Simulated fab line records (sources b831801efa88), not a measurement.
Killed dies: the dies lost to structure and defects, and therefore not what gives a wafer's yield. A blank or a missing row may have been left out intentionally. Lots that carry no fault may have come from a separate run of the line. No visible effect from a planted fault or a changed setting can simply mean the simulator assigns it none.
Code-filled problem report in 8D (eight disciplines) form | flow gf180mcu | the parts of the form that need people (team, actions taken, sign-off) are left out

## 1. WHAT IS WRONG
MVPSD_RS at GF_VT_IMPLANT_RS_MEAS_49 reads a mean of 1187.3 ohm/sq on 3 wafers of 2 lots; wafers without a fault read 1168.1 ohm/sq with a standard deviation of 2.9. Measured from the usual mean, that is +6.6 standard deviations.
The step: measures by four-point-probe.
Earliest sighting: wafer L926.1 on film-metro-03 at day 11 05:10. At this step, 37 wafers from 13 lots have a number in the record. Rule for "out", or "out of limits": more than 4 standard deviations from the usual mean. All remaining wafers that have a number are taken as sound.

## 2. WHAT IT IS AND WHAT IT IS NOT
question                    | is                           | is not
which readings at this step | MVPSD_RS                     | -
which lots                  | L926, L928                   | L913, L915, L916, L917, L918, L919, L920, L921, L922, L923, L935
which wafers of those lots  | L926.1, L928.1, L928.2       | L926.4
read on which gauges        | film-metro-01, film-metro-03 | film-metro-04
when                        | from day 11 05:10            | up to then (31 sound wafers); but 3 sound wafers of L935 came after

## 3. SUSPECTS, AND WHAT RULES EACH OUT
Counting: a tool at a process step up to the reading stays a suspect if it ran every lot that is out. Sound lots after the first of them don't rule it out here, since some wafers of a struck lot are sound.
- the gauge at GF_VT_IMPLANT_RS_MEAS_49 is ruled out. Those wafers that are out were read across 2 gauges (film-metro-01, film-metro-03).
- implanter-01 at GF_MVPSD_IMPLANT_09: kept. Every lot that is out went through it, the first being L926 (day 8 06:30); the last sound lot it ran before that was L923 (day 7 12:57).
- plasma-asher-03 at GF_VT_IMPLANT_STRIP_42 (strips in O2/N2): kept. Every lot that is out went through it, the first being L926 (day 11 04:29); the last sound lot it ran before that was L917 (day 8 21:05).
Left after counting: implanter-01 at GF_MVPSD_IMPLANT_09, plasma-asher-03 at GF_VT_IMPLANT_STRIP_42.

## 4. THE CAUSE (what the simulator had put in)
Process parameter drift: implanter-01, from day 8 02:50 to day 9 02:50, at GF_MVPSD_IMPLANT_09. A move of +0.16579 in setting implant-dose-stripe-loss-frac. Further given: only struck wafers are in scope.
2 suspects survive the count, and this tool is in that group.

## 5. THE CHAIN OF EFFECTS, in route order
Rows list readings where the struck wafers' mean (over those with a number) sits beyond 3 standard deviations from the usual. Only readings for which the record gives a usual standard deviation are gone through. hours: the time from each lot's start at the first step in this table that gives one to its start at this step, as a median over the lots. sigmas: the change in usual standard deviations.
hours | step                     | reading  | usual         | on struck wafers | change | sigmas
0     | GF_VT_IMPLANT_RS_MEAS_49 | MVPSD_RS | 1168.1 ohm/sq | 1187.3           | +19.2  | +6.6
Later measuring or inspecting steps at which every struck wafer that the step has a row for has a number for every such reading, and none has moved that far: GF_DUAL_GATE_OVL_MEAS_11.

## 6. WHAT WOULD HAVE CAUGHT IT SOONER
74 hours passed between the start of the fault at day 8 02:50 and the first reading out of limits at a measuring or inspecting step in this record, taken at day 11 05:10.
The start of GF_MVPSD_IMPLANT_09 on implanter-01 came by day 11 05:10 for every one of the lots that are out (2). Had the tool been put on hold then, not one of them would have been saved.
